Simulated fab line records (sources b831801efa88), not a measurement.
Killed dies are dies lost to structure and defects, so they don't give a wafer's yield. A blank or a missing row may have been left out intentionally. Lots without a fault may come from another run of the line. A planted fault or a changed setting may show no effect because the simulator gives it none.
The tool behind it: which one? | flow gf180mcu | 14 lots, 42 wafers sampled, at 1 step of a route of 602

WHAT THE GAUGES READ, wafer by wafer
GF_V5_THK_MEAS_03. Usual: V5_CVD_02_THK 1451 nm, standard deviation 18.
lot  | measured     | on            | V5_CVD_02_THK (nm) | flag
L403 | day 26 09:28 | film-metro-03 | 1435 1446 1472     |
L404 | day 26 19:32 | film-metro-04 | 1429 1422 1453     |
L406 | day 27 11:30 | film-metro-04 | 1443 1432 1452     |
L408 | day 28 03:10 | film-metro-04 | 1431 1423 1437     |
L409 | day 28 13:34 | film-metro-03 | 1433 1472 1466     |
L410 | day 28 16:16 | film-metro-01 | 1429 1458 1448     |
L413 | day 29 17:55 | film-metro-04 | 1448 1449 1472     |
L414 | day 30 03:55 | film-metro-04 | 1431 1463 1478     |
L416 | day 30 15:11 | film-metro-01 | 1439 1440 1458     |
L417 | day 30 21:24 | film-metro-03 | 1421 1465 1453     |
L419 | day 31 12:16 | film-metro-03 | 1414 1462 1447     |
L421 | day 31 20:12 | film-metro-01 | 1467 1467 1500     |
L423 | day 32 08:45 | film-metro-04 | 1428 1435 1464     |
L424 | day 32 11:47 | film-metro-04 | 1430 1443 1443     |

EACH LOT AND THE TOOL THAT RAN IT (in order: tool; ch and the chambers of the sampled wafers; start)
The record holds no process step before these readings.

AS READ BY THE TOOLS THEMSELVES (means over the sampled wafers that have a number; for cases with no such wafer, the mark the record gives instead)
The record holds no such reading with a usual standard deviation.

THE ANSWER, worked out from the rows above alone
Rule: a lot counts as off when the mean over its wafers that have a number is more than 3 standard deviations away from the usual mean. A lot without any number at a reading at which 4 lots or more have one is off too. The other lots that the step has rows for count as sound. The gauges are gone through in route order, then the tools' own readings, and for those a lot's mean is taken as printed above. At the first step where some lot is off, the reading lying furthest off is the one used; lots without a number count as furthest.
None of the lots is off at any reading shown; this tells nothing.

WHAT WAS PUT IN BY THE SIMULATOR
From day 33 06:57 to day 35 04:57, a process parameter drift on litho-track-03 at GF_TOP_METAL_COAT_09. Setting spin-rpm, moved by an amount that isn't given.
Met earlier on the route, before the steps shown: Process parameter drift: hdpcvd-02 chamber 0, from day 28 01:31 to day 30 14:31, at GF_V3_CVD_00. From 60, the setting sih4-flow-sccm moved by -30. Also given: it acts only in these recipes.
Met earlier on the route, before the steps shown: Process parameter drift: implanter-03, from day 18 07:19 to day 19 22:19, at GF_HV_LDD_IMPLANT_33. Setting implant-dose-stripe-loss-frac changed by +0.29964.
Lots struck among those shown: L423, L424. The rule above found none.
